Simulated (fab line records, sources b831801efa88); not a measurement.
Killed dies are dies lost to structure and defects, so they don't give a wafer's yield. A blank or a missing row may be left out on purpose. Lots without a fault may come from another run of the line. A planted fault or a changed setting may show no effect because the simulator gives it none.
fab line records | flow gf180mcu
record lots=24 wafers=72 last_day=34
route steps=602 shown M1@318 V1@351 M2@363 V2@385 M4@471 V4@491
lots that met no fault: from a run of the same line without faults
start_h: hours from the record's first day to the start of the lot's first wafer shown | wait_h: hours since the lot's step before | " the same as in the row above | L1.1+2: a row that stands for several wafers | - no value, or no start given | * or withheld: withheld | < > ~ a bound
route shown NAME@n: a module of which the file shows steps, and the number in the route of the first | usual: mean/standard deviation of fault-free wafers | same: alike in all rows | chamber/n: place in a boat | sites: the reading at each site | _std_site: their standard deviation | _edge_site: outer sites' mean less inner sites' | radius_mm: how far each site lies from the wafer's centre | mask NAME#n: copy n | behind: the tool/chamber that last shaped the wafer | hold: why the lot was held/for how many hours/how that ended | device: the transistor (n, p or np) that didn't switch | end of line: the same wafers' tests at the end of the route | a step without rows: its recipe alone | killed: dies lost to structure and defects at the first sort, not the wafer's yield | map: a wafer's dies, x killed, . not, _ none there
set.NAME: the setting as run; set.NAME@STEP: as run at that earlier step | model.NAME: the simulator's own value behind a step, which no gauge read
steps of the route over a sample of lots; a table a step, a row a wafer
services: from which hour (start_h, from the record's first day; less than 0 if before it) a tool's chamber was out of use, for how many hours, and why
## steps
# step GF_M1_SPUTTER_03
# recipe material=Ti target_thk_nm=10 substrate_temp_c=300 chamber_pressure_pa=0.3 power_w=3000 time_s=6.7
# usual throttle_valve_pct=29.7/0.8
# columns lot.wafer tool chamber start_h wait_h throttle_valve_pct
L074.1 pvd_sputter-01 - 365.20 0.0 30.6
L074.5 " - " " 29.8
L074.6 " - " " 30.0
L075.1 pvd_sputter-03 - 378.54 0.0 28.8
L075.2 " - " " 29.7
L075.5 " - " " 30.3
L076.1 pvd_sputter-01 - 383.30 0.0 30.2
L076.3 " - " " 30.0
L076.5 " - " " 28.2
L077.2 pvd_sputter-04 - 395.09 0.0 29.8
L077.3 " - " " 31.1
L077.6 " - " " 31.2
L078.1 pvd_sputter-01 - 402.19 0.0 29.8
L078.3 " - " " 30.6
L078.6 " - " " 30.6
L079.1 pvd_sputter-03 - 410.00 0.0 29.8
L079.2 " - " " 29.8
L079.6 " - " " 28.8
L080.1 pvd_sputter-01 - 419.64 0.0 30.6
L080.5 " - " " 30.3
L080.6 " - " " 28.4
L081.2 pvd_sputter-01 - 437.39 0.0 29.8
L081.4 " - " " 30.2
L081.5 " - " " 28.1
L082.1 pvd_sputter-04 - 444.05 0.0 28.8
L082.4 " - " " 31.1
L082.6 " - " " 28.8
L083.2 pvd_sputter-01 - 452.40 0.0 30.6
L083.3 " - " " 28.1
L083.6 " - " " 28.4
L084.1 pvd_sputter-04 - 455.59 0.0 30.0
L084.3 " - " " 29.7
L084.6 " - " " 31.0
L085.3 pvd_sputter-03 - 468.09 0.0 29.9
L085.5 " - " " 30.1
L085.6 " - " " 29.8
L086.1 pvd_sputter-04 - 471.59 0.0 29.7
L086.3 " - " " 30.8
L086.6 " - " " 31.1
L087.1 pvd_sputter-04 - 481.21 0.0 30.0
L087.3 " - " " 29.9
L087.4 " - " " 29.0
L088.2 pvd_sputter-03 - 491.17 0.0 30.0
L088.3 " - " " 29.9
L088.6 " - " " 30.1
L089.1 pvd_sputter-01 - 500.32 0.0 30.5
L089.4 " - " " 30.0
L089.5 " - " " 30.0
L090.1 pvd_sputter-03 - 505.75 0.0 29.6
L090.2 " - " " 29.9
L090.6 " - " " 29.7
L091.3 pvd_sputter-01 - 514.19 0.0 30.5
L091.5 " - " " 30.6
L091.6 " - " " 29.9
L092.1 pvd_sputter-04 - 533.33 0.0 30.9
L092.2 " - " " 29.8
L092.6 " - " " 30.8
L093.2 pvd_sputter-01 - 534.55 0.0 28.3
L093.5 " - " " 30.7
L093.6 " - " " 28.6
L094.3 pvd_sputter-01 - 540.65 0.0 28.5
L094.4 " - " " 30.8
L094.6 " - " " 29.8
L096.1 pvd_sputter-04 - 554.02 0.0 28.9
L096.4 " - " " 31.2
L096.5 " - " " 28.9
L095.2 pvd_sputter-03 - 557.22 0.0 28.9
L095.3 " - " " 29.6
L095.6 " - " " 29.8
L097.1 pvd_sputter-01 - 563.09 0.0 30.4
L097.4 " - " " 28.2
L097.6 " - " " 30.7
# step GF_V1_ETCH_16
# recipe chemistry=N2/H2 target_depth_a=withheld overetch_a=withheld time_s=withheld target=BARC ion_energy_ev=200 source_w=500 bias_w=100 pressure_mtorr=30 n2_flow_sccm=100 h2_flow_sccm=200
# usual drypump_motor_current_A=5.9/0.38 oes_product_au=0.855/0.0045 throttle_valve_pct=13.225/0.0088
# columns lot.wafer tool chamber start_h wait_h drypump_motor_current_A oes_product_au throttle_valve_pct
L074.1 rie_diel-01 2 413.89 0.0 4.9 0.850 13.236
L074.5 " 2 " " 4.9 0.849 13.226
L074.6 " 1 " " 6.3 0.861 13.224
L075.1 rie_diel-04 1 426.89 0.0 6.2 0.856 13.232
L075.2 " 3 " " 6.2 0.864 13.220
L075.5 " 0 " " 5.9 0.858 13.220
L076.1 rie_diel-02 1 432.32 0.0 5.7 0.853 13.221
L076.3 " 3 " " 5.7 0.857 13.221
L076.5 " 2 " " 6.3 0.858 13.222
L077.2 rie_diel-02 2 443.89 0.0 6.3 0.860 13.236
L077.3 " 3 " " 5.7 0.854 13.220
L077.6 " 2 " " 6.3 0.848 13.225
L078.1 rie_diel-04 0 451.99 0.0 6.0 0.851 13.233
L078.3 " 3 " " 6.2 0.860 13.225
L078.6 " 1 " " 6.3 0.855 13.218
L079.1 rie_diel-02 1 459.81 0.0 5.7 0.848 13.230
L079.2 " 0 " " 6.3 0.865 13.210
L079.6 " 3 " " 5.7 0.859 13.219
L080.1 rie_diel-02 3 469.44 0.0 5.7 0.857 13.227
L080.5 " 1 " " 5.7 0.855 13.231
L080.6 " 2 " " 6.3 0.861 13.236
L081.2 rie_diel-04 3 488.34 0.0 6.2 0.851 13.222
L081.4 " 1 " " 6.3 0.853 13.229
L081.5 " 1 " " 6.3 0.852 13.220
L082.1 rie_diel-01 1 493.79 0.0 6.3 0.852 13.227
L082.4 " 0 " " 5.6 0.855 13.227
L082.6 " 1 " " 6.4 0.855 13.212
L083.2 rie_diel-04 1 503.59 0.0 6.3 0.861 13.221
L083.3 " 0 " " 6.0 0.857 13.222
L083.6 " 2 " " 6.0 0.853 13.222
L084.1 rie_diel-01 3 505.42 0.0 5.4 0.846 13.221
L084.3 " 0 " " 5.6 0.855 13.210
L084.6 " 1 " " 6.3 0.850 13.228
L085.3 rie_diel-04 2 515.97 0.0 6.0 0.858 13.221
L085.5 " 3 " " 6.2 0.852 13.227
L085.6 " 2 " " 6.0 0.857 13.221
L086.1 rie_diel-01 2 520.37 0.0 4.9 0.849 13.236
L086.3 " 3 " " 5.4 0.853 13.221
L086.6 " 3 " " 5.4 0.848 13.222
L087.1 rie_diel-02 0 529.88 0.0 6.3 0.863 13.223
L087.3 " 3 " " 5.7 0.850 13.233
L087.4 " 1 " " 5.7 0.853 13.223
L088.2 rie_diel-02 3 539.37 0.0 5.7 0.857 13.230
L088.3 " 2 " " 6.3 0.858 13.242
L088.6 " 1 " " 5.7 0.850 13.225
L089.1 rie_diel-02 2 548.21 0.0 6.3 0.864 13.216
L089.4 " 1 " " 5.7 0.851 13.213
L089.5 " 0 " " 6.4 0.862 13.247
L090.1 rie_diel-02 2 552.97 0.0 6.3 0.857 13.219
L090.2 " 3 " " 5.7 0.858 13.215
L090.6 " 2 " " 6.3 0.857 13.229
L091.3 rie_diel-04 3 560.47 0.0 6.2 0.855 13.225
L091.5 " 1 " " 6.3 0.858 13.245
L091.6 " 2 " " 6.0 0.854 13.228
L092.1 rie_diel-04 1 579.36 0.0 6.3 0.851 13.217
L092.2 " 2 " " 6.0 0.856 13.222
L092.6 " 2 " " 6.0 0.849 13.233
L093.2 rie_diel-01 3 580.28 0.0 5.4 0.854 13.221
L093.5 " 2 " " 4.9 0.850 13.233
L093.6 " 3 " " 5.4 0.854 13.227
L094.3 rie_diel-04 3 585.78 0.0 6.2 0.856 13.228
L094.4 " 1 " " 6.2 0.857 13.222
L094.6 " 2 " " 6.0 0.852 13.212
L096.1 rie_diel-01 2 599.81 0.0 4.8 0.847 13.216
L096.4 " 1 " " 6.3 0.854 13.223
L096.5 " 0 " " 5.6 0.851 13.243
L095.2 rie_diel-04 3 601.87 0.0 6.2 0.851 13.226
L095.3 " 2 " " 6.1 0.854 13.211
L095.6 " 0 " " 6.0 0.854 13.235
L097.1 rie_diel-04 3 608.97 0.0 6.2 0.848 13.235
L097.4 " 0 " " 6.0 0.858 13.214
L097.6 " 0 " " 6.0 0.848 13.219
# step GF_M2_SPUTTER_01
# recipe material=TiN target_thk_nm=30 power_w=6500 time_s=25 chamber_pressure_pa=0.4
# usual throttle_valve_pct=30.3/1.1
# columns lot.wafer tool chamber start_h wait_h throttle_valve_pct
L074.1 pvd_sputter-04 - 415.34 0.1 29.7
L074.5 " - " " 31.2
L074.6 " - " " 29.0
L075.1 pvd_sputter-04 - 428.35 0.1 29.8
L075.2 " - " " 31.1
L075.5 " - " " 30.9
L076.1 pvd_sputter-01 - 433.78 0.1 28.2
L076.3 " - " " 30.9
L076.5 " - " " 29.8
L077.2 pvd_sputter-02 - 445.65 0.1 30.8
L077.3 " - " " 30.9
L077.6 " - " " 30.6
L078.1 pvd_sputter-04 - 453.45 0.1 30.2
L078.3 " - " " 31.0
L078.6 " - " " 31.2
L079.1 pvd_sputter-01 - 461.27 0.1 30.8
L079.2 " - " " 30.1
L079.6 " - " " 30.2
L080.1 pvd_sputter-01 - 470.96 0.1 30.6
L080.5 " - " " 30.1
L080.6 " - " " 28.2
L081.2 pvd_sputter-04 - 489.80 0.1 30.4
L081.4 " - " " 29.6
L081.5 " - " " 30.0
L082.1 pvd_sputter-04 - 495.24 0.1 31.2
L082.4 " - " " 29.8
L082.6 " - " " 29.9
L083.2 pvd_sputter-02 - 505.49 0.1 30.7
L083.3 " - " " 30.5
L083.6 " - " " 30.7
L084.1 pvd_sputter-02 - 507.08 0.1 31.2
L084.3 " - " " 30.7
L084.6 " - " " 31.2
L085.3 pvd_sputter-01 - 517.42 0.1 28.0
L085.5 " - " " 30.5
L085.6 " - " " 29.8
L086.1 pvd_sputter-02 - 521.82 0.1 32.9
L086.3 " - " " 30.9
L086.6 " - " " 30.5
L087.1 pvd_sputter-01 - 531.41 0.1 30.6
L087.3 " - " " 28.1
L087.4 " - " " 29.8
L088.2 pvd_sputter-04 - 540.83 0.1 29.7
L088.3 " - " " 31.0
L088.6 " - " " 31.0
L089.1 pvd_sputter-01 - 549.67 0.1 30.4
L089.4 " - " " 30.1
L089.5 " - " " 29.9
L090.1 pvd_sputter-02 - 558.52 4.2 31.3
L090.2 " - " " 33.2
L090.6 " - " " 30.5
L091.3 pvd_sputter-04 - 562.03 0.1 29.9
L091.5 " - " " 30.0
L091.6 " - " " 30.0
L092.1 pvd_sputter-04 - 580.85 0.1 31.2
L092.2 " - " " 29.1
L092.6 " - " " 30.9
L093.2 pvd_sputter-02 - 581.77 0.1 30.4
L093.5 " - " " 32.9
L093.6 " - " " 30.3
L094.3 pvd_sputter-01 - 587.24 0.1 30.9
L094.4 " - " " 29.7
L094.6 " - " " 30.4
L096.1 pvd_sputter-02 - 601.27 0.1 31.3
L096.4 " - " " 30.9
L096.5 " - " " 30.5
L095.2 pvd_sputter-02 - 603.32 0.1 32.8
L095.3 " - " " 30.6
L095.6 " - " " 30.8
L097.1 pvd_sputter-04 - 610.58 0.1 29.3
L097.4 " - " " 29.8
L097.6 " - " " 30.8
# step GF_V2_THK_MEAS_03
# recipe reads=SiO2_of_V2_CVD_02
# usual V2_CVD_02_THK=851/11
# columns lot.wafer tool chamber start_h wait_h V2_CVD_02_THK[nm]
L074.1 film_metro-03 - 440.84 0.0 848
L074.5 " - " " 854
L074.6 " - " " 853
L075.1 film_metro-01 - 454.18 0.0 849
L075.2 " - " " 859
L075.5 " - " " 854
L076.1 film_metro-01 - 458.69 0.0 839
L076.3 " - " " 841
L076.5 " - " " 860
L077.2 film_metro-03 - 471.31 0.0 845
L077.3 " - " " 846
L077.6 " - " " 860
L078.1 film_metro-03 - 478.52 0.0 839
L078.3 " - " " 836
L078.6 " - " " 850
L079.1 film_metro-01 - 486.13 0.0 827
L079.2 " - " " 824
L079.6 " - " " 843
L080.1 film_metro-04 - 495.85 0.0 857
L080.5 " - " " 861
L080.6 " - " " 866
L081.2 film_metro-01 - 514.20 0.0 843
L081.4 " - " " 872
L081.5 " - " " 844
L082.1 film_metro-01 - 519.61 0.0 850
L082.4 " - " " 865
L082.6 " - " " 852
L083.2 film_metro-04 - 528.82 0.0 851
L083.3 " - " " 857
L083.6 " - " " 863
L084.1 film_metro-03 - 531.22 0.0 840
L084.3 " - " " 841
L084.6 " - " " 850
L085.3 film_metro-03 - 542.05 0.1 853
L085.5 " - " " 876
L085.6 " - " " 867
L086.1 film_metro-03 - 546.04 0.0 831
L086.3 " - " " 835
L086.6 " - " " 852
L087.1 film_metro-03 - 555.12 0.0 847
L087.3 " - " " 847
L087.4 " - " " 865
L088.2 film_metro-04 - 564.31 0.1 853
L088.3 " - " " 847
L088.6 " - " " 860
L089.1 film_metro-04 - 572.65 0.0 845
L089.4 " - " " 860
L089.5 " - " " 870
L090.1 film_metro-01 - 581.34 0.0 831
L090.2 " - " " 841
L090.6 " - " " 849
L091.3 film_metro-01 - 585.44 0.1 847
L091.5 " - " " 852
L091.6 " - " " 844
L092.1 film_metro-04 - 603.37 0.0 863
L092.2 " - " " 839
L092.6 " - " " 861
L093.2 film_metro-04 - 604.21 0.0 848
L093.5 " - " " 863
L093.6 " - " " 857
L094.3 film_metro-03 - 609.84 0.1 850
L094.4 " - " " 866
L094.6 " - " " 865
L096.1 film_metro-01 - 622.89 0.0 846
L096.4 " - " " 851
L096.5 " - " " 870
L095.2 film_metro-03 - 625.19 0.0 840
L095.3 " - " " 832
L095.6 " - " " 854
L097.1 film_metro-03 - 632.28 0.0 846
L097.4 " - " " 851
L097.6 " - " " 867
# step GF_M4_OVL_MEAS_15
# usual M4_OVL=1/5.4
# columns lot.wafer tool chamber start_h wait_h M4_OVL[nm]
L074.1 overlay-01 - 539.98 0.1 2
L074.5 " - " " 3
L074.6 " - " " -2
L075.1 overlay-02 - 554.10 0.1 4
L075.2 " - " " 3
L075.5 " - " " 5
L076.1 overlay-01 - 557.53 0.1 -9
L076.3 " - " " -9
L076.5 " - " " -7
L077.2 overlay-01 - 568.25 0.1 1
L077.3 " - " " 0
L077.6 " - " " -2
L078.1 overlay-01 - 575.40 0.1 -9
L078.3 " - " " -3
L078.6 " - " " -12
L079.1 overlay-02 - 583.10 0.1 3
L079.2 " - " " -5
L079.6 " - " " 2
L080.1 overlay-01 - 590.45 0.1 -2
L080.5 " - " " 5
L080.6 " - " " 2
L081.2 overlay-01 - 607.78 0.1 3
L081.4 " - " " 4
L081.5 " - " " 0
L082.1 overlay-01 - 611.72 0.1 1
L082.4 " - " " 3
L082.6 " - " " -8
L083.2 overlay-02 - 619.61 0.1 -2
L083.3 " - " " 1
L083.6 " - " " 12
L084.1 overlay-02 - 623.72 0.1 1
L084.3 " - " " 5
L084.6 " - " " 1
L085.3 overlay-02 - 633.87 0.1 8
L085.5 " - " " 5
L085.6 " - " " 2
L086.1 overlay-02 - 636.60 0.1 1
L086.3 " - " " 4
L086.6 " - " " 0
L087.1 overlay-02 - 645.00 0.1 11
L087.3 " - " " 5
L087.4 " - " " 3
L088.2 overlay-02 - 656.01 0.1 1
L088.3 " - " " 4
L088.6 " - " " 2
L089.1 overlay-02 - 661.32 0.1 0
L089.4 " - " " -1
L089.5 " - " " 2
L090.1 overlay-01 - 669.00 0.1 2
L090.2 " - " " 3
L090.6 " - " " 4
L091.3 overlay-01 - 671.46 0.1 -3
L091.5 " - " " 4
L091.6 " - " " 12
L092.1 overlay-01 - 688.90 0.1 -2
L092.2 " - " " 4
L092.6 " - " " 2
L093.2 overlay-02 - 690.25 0.1 4
L093.5 " - " " 20
L093.6 " - " " 6
L094.3 overlay-02 - 693.14 0.1 -1
L094.4 " - " " 3
L094.6 " - " " -2
L096.1 overlay-02 - 704.75 0.1 2
L096.4 " - " " 2
L096.5 " - " " -1
L095.2 overlay-02 - 708.06 0.1 2
L095.3 " - " " 3
L095.6 " - " " 7
L097.1 overlay-02 - 713.40 0.1 -6
L097.4 " - " " -5
L097.6 " - " " -13
# step GF_V4_OVL_MEAS_15
# usual V4_OVL=1/5.2
# columns lot.wafer tool chamber start_h wait_h V4_OVL[nm]
L074.1 overlay-02 - 563.88 0.1 6
L074.5 " - " " 2
L074.6 " - " " 6
L075.1 overlay-01 - 577.18 0.1 -5
L075.2 " - " " 1
L075.5 " - " " 3
L076.1 overlay-01 - 581.13 0.1 0
L076.3 " - " " -8
L076.5 " - " " -6
L077.2 overlay-01 - 591.34 0.1 2
L077.3 " - " " 2
L077.6 " - " " -1
L078.1 overlay-02 - 599.00 0.1 -9
L078.3 " - " " 3
L078.6 " - " " -5
L079.1 overlay-02 - 606.05 0.1 -3
L079.2 " - " " -3
L079.6 " - " " -2
L080.1 overlay-01 - 613.30 0.1 3
L080.5 " - " " -5
L080.6 " - " " 5
L081.2 overlay-02 - 629.70 0.1 3
L081.4 " - " " 4
L081.5 " - " " 2
L082.1 overlay-02 - 633.35 0.1 0
L082.4 " - " " 10
L082.6 " - " " 6
L083.2 overlay-02 - 641.66 0.1 1
L083.3 " - " " 2
L083.6 " - " " 0
L084.1 overlay-01 - 645.38 0.1 4
L084.3 " - " " -3
L084.6 " - " " 6
L085.3 overlay-01 - 655.37 0.1 1
L085.5 " - " " 6
L085.6 " - " " 4
L086.1 overlay-02 - 658.25 0.1 -5
L086.3 " - " " -7
L086.6 " - " " -10
L087.1 overlay-01 - 665.55 0.1 3
L087.3 " - " " -2
L087.4 " - " " 2
L088.2 overlay-01 - 677.26 0.1 -8
L088.3 " - " " -4
L088.6 " - " " -9
L089.1 overlay-01 - 681.75 0.1 10
L089.4 " - " " 10
L089.5 " - " " 12
L090.1 overlay-02 - 689.92 0.1 6
L090.2 " - " " 2
L090.6 " - " " -1
L091.3 overlay-02 - 691.79 0.1 -6
L091.5 " - " " -5
L091.6 " - " " 3
L092.1 overlay-02 - 709.20 0.1 -4
L092.2 " - " " -6
L092.6 " - " " -7
L093.2 overlay-02 - 710.08 0.1 0
L093.5 " - " " 4
L093.6 " - " " 5
L094.3 overlay-01 - 712.54 0.1 2
L094.4 " - " " 10
L094.6 " - " " 7
L096.1 overlay-02 - 724.35 0.1 -5
L096.4 " - " " -3
L096.5 " - " " 2
L095.2 overlay-01 - 727.10 0.1 4
L095.3 " - " " -1
L095.6 " - " " -1
L097.1 overlay-01 - 732.90 0.1 2
L097.4 " - " " 2
L097.6 " - " " -4
## services
# columns tool chamber start_h hours kind
pvd_sputter-04 - 362.12 0.8 repair
pvd_sputter-04 - 369.17 2.0 repair
rie_diel-02 0 371.95 2.5 repair
rie_diel-02 - 387.00 0.5 repair
rie_diel-04 0 388.56 6.5 repair
pvd_sputter-01 1 397.39 - consumable_replace:kit
pvd_sputter-01 1 397.39 18.0 scheduled_down
pvd_sputter-01 1 397.39 18.0 vent_cycle
rie_diel-04 2 423.29 4.6 repair
pvd_sputter-01 - 456.39 1.3 repair
pvd_sputter-02 - 457.59 5.3 repair
rie_diel-04 3 458.60 3.6 repair
rie_diel-02 - 460.97 0.8 repair
pvd_sputter-02 - 470.42 1.7 repair
rie_diel-01 - 525.92 0.3 repair
rie_diel-04 - 534.36 2.8 pm
rie_diel-04 - 543.18 14.6 pm
pvd_sputter-02 - 557.46 0.6 repair
pvd_sputter-01 0 563.15 - consumable_replace:kit
pvd_sputter-01 0 563.15 18.0 scheduled_down
pvd_sputter-01 0 563.15 18.0 vent_cycle
rie_diel-04 2 563.46 5.7 repair
pvd_sputter-01 - 577.60 3.2 repair
pvd_sputter-03 - 585.05 1.3 repair
## key
fault none
